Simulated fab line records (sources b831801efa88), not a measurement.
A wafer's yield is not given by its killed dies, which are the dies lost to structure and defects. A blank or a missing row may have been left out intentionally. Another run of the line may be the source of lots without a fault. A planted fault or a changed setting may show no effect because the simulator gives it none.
The same fault as seen by 2 desks | flow gf180mcu | each desk has only its own numbers; what lay behind them comes last

== TOOL OWNER'S DESK, pecvd-01 ==
The tool's own readings at GF_PASSIVATION_CVD_00 (deposits SiO2 from TEOS, target thk 1000 nm, time 111.95 s): means of the sampled wafers that have a number, for each lot that ran on this tool. A lot is out of limits, marked OUT, if its mean lies more than 4 standard deviations from the usual mean; the brackets give that distance.
Columns: A = heater_power_w at GF_PASSIVATION_CVD_00, usual 642 W; B = rf_fwd_power_W at GF_PASSIVATION_CVD_00, usual 596.8 W
lot  | first seen here | A   | B
L110 | day 28 02:21    | 595 | 594.9
L113 | day 29 02:59    | 691 | 596.1
L114 | day 29 16:08    | 597 | 596.0
L118 | day 30 14:20    | 673 | 692.4 (+48) OUT
L120 | day 31 06:29    | 559 | 690.9 (+47) OUT
L130 | day 33 19:42    | 638 | 595.8
This desk's verdict: out of limits on L118, L120, starting with L118 at day 30 14:20 (rf_fwd_power_W at GF_PASSIVATION_CVD_00). Within limits: L110, L113, L114, L130.

== THE METROLOGY DESK ==
What the gauges read, lot by lot, whatever tool the lot ran on: means of the sampled wafers that have a number. A lot is out of limits, marked OUT, if its mean lies more than 4 standard deviations from the usual mean; the brackets give that distance.
Columns: A = V3_W_RS at GF_V3_RS_MEAS_24, usual 0.327 ohm/sq; B = PASSIVATION_CVD_00_THK at GF_PASSIVATION_THK_MEAS_01, usual 997 nm
lot  | first seen here | A     | B
L110 | day 22 08:47    | 0.331 | 991
L113 | day 23 13:09    | 0.325 | 983
L114 | day 24 04:08    | 0.328 | 1010
L116 | day 24 22:33    | 0.327 | 1009
L118 | day 25 07:08    | 0.326 | 1046
L120 | day 26 01:37    | 0.326 | 1035
L125 | day 27 13:13    | 0.325 | 999
L126 | day 27 22:21    | 0.329 | 1000
L127 | day 28 02:41    | 0.327 | 1013
L130 | day 29 02:26    | 0.328 | 989
L131 | day 29 05:22    | 0.330 | 990
L133 | day 29 18:34    | 0.328 | 1003
Result from this desk: across the 12 lots, nothing is out of limits.

== PUT TOGETHER ==
An alarm could have come from the tool owner's desk at day 30 14:20, on L118, L120.
Metrology desk: nothing out of limits seen.
The metrology desk holds a record of L118, L120, inside its limits.
All the named lots went through GF_PASSIVATION_CVD_00 on pecvd-01.

== WHAT THE SIMULATOR PUT IN ==
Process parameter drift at GF_PASSIVATION_CVD_00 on pecvd-01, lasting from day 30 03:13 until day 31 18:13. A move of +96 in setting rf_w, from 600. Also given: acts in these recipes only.
Struck lots among those shown: L118, L120.
Each desk's first reading out of limits, in hours after the fault started: the tool owner's desk, 11.
